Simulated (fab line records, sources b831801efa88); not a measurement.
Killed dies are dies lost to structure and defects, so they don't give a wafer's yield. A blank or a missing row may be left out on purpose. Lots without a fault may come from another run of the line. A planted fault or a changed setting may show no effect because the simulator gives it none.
Split-lot experiment | flow sfq_line | 5 lots, 23 wafers read, on a route of 325 steps

THE SPLIT
At SFQ_TRILAYER_M8_DEP_EVAP_197 (material Ti, target thk 20 nm, time 100 s), the setting time_s was moved away from the recipe's 100 s on 6 of the 23 wafers read, by -7.2% to +10.4%. The other wafers ran this setting at the recipe's value.

The reading is taken at the split's own step.

THE READING
Ti_of_TRILAYER_M8_DEP_EVAP_197.thk_nm (the simulator's own value, which no gauge read), in nm, at SFQ_TRILAYER_M8_DEP_EVAP_197 (material Ti, target thk 20 nm, time 100 s). The file gives no usual value for it. The 17 wafers here that ran the recipe average 19.95 nm, standard deviation 0.27 nm.

wafer  | tool, chamber at the split | time_s as run, s | against the recipe | Ti_of_TRILAYER_M8_DEP_EVAP_197.thk_nm, nm | against lot-mates on the recipe
L076.1 | pvd_sputter-01, -          | 100              | recipe             | 19.47                                     | -
L076.2 | pvd_sputter-01, -          | 100              | recipe             | 19.79                                     | -
L076.3 | pvd_sputter-01, -          | 92.81            | -7.2%              | 18.5                                      | -1.16
L076.4 | pvd_sputter-01, -          | 92.81            | -7.2%              | 18.34                                     | -1.32
L076.5 | pvd_sputter-01, -          | 100              | recipe             | 19.72                                     | -
L079.1 | pvd_sputter-02, -          | 93.15            | -6.8%              | 18.67                                     | -1.44
L079.2 | pvd_sputter-02, -          | 100              | recipe             | 20.21                                     | -
L079.4 | pvd_sputter-02, -          | 93.15            | -6.8%              | 18.35                                     | -1.76
L079.5 | pvd_sputter-02, -          | 100              | recipe             | 20.4                                      | -
L079.6 | pvd_sputter-02, -          | 100              | recipe             | 19.73                                     | -
L080.1 | pvd_sputter-01, -          | 100              | recipe             | 19.99                                     | -
L080.2 | pvd_sputter-01, -          | 100              | recipe             | 19.74                                     | -
L080.3 | pvd_sputter-01, -          | 100              | recipe             | 19.85                                     | -
L080.4 | pvd_sputter-01, -          | 100              | recipe             | 19.84                                     | -
L080.6 | pvd_sputter-01, -          | 100              | recipe             | 20.05                                     | -
L083.1 | pvd_sputter-02, -          | 100              | recipe             | 20.45                                     | -
L083.5 | pvd_sputter-02, -          | 100              | recipe             | 20.18                                     | -
L083.6 | pvd_sputter-02, -          | 100              | recipe             | 20.07                                     | -
L085.2 | pvd_sputter-02, -          | 100              | recipe             | 19.65                                     | -
L085.3 | pvd_sputter-02, -          | 100              | recipe             | 19.77                                     | -
L085.4 | pvd_sputter-02, -          | 110.4            | +10.4%             | 22.44                                     | +2.54
L085.5 | pvd_sputter-02, -          | 100              | recipe             | 20.27                                     | -
L085.6 | pvd_sputter-02, -          | 110.4            | +10.4%             | 21.86                                     | +1.96

THE FIT
A straight line over all 23 wafers: Ti_of_TRILAYER_M8_DEP_EVAP_197.thk_nm changes by +0.212 nm for each +1% of time_s; r = +0.96; the points scatter about the line by 0.27 nm.
The same after taking each lot's own level away (the mean of its wafers on the recipe; 23 wafers): +0.21 nm for each +1%; r = +0.97; scatter 0.23 nm.
On that fit, the largest move of time_s shifts the reading by 2.2 nm.
The lots' own levels span 19.660 to 20.233 nm, that is 2.1 times the standard deviation above.
So the lot-to-lot level changes the slope little: the two slopes agree.
Check: with one of the wafers moved furthest among these (+10.4%) left out of the fit, the line predicts +2.03 nm for it against its lot-mates. It came out at +2.54 nm against them.

THE FILE'S OWN FIT
Ti_of_TRILAYER_M8_DEP_EVAP_197.thk_nm changes by +0.209 nm for each +1% of time_s, r = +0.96.
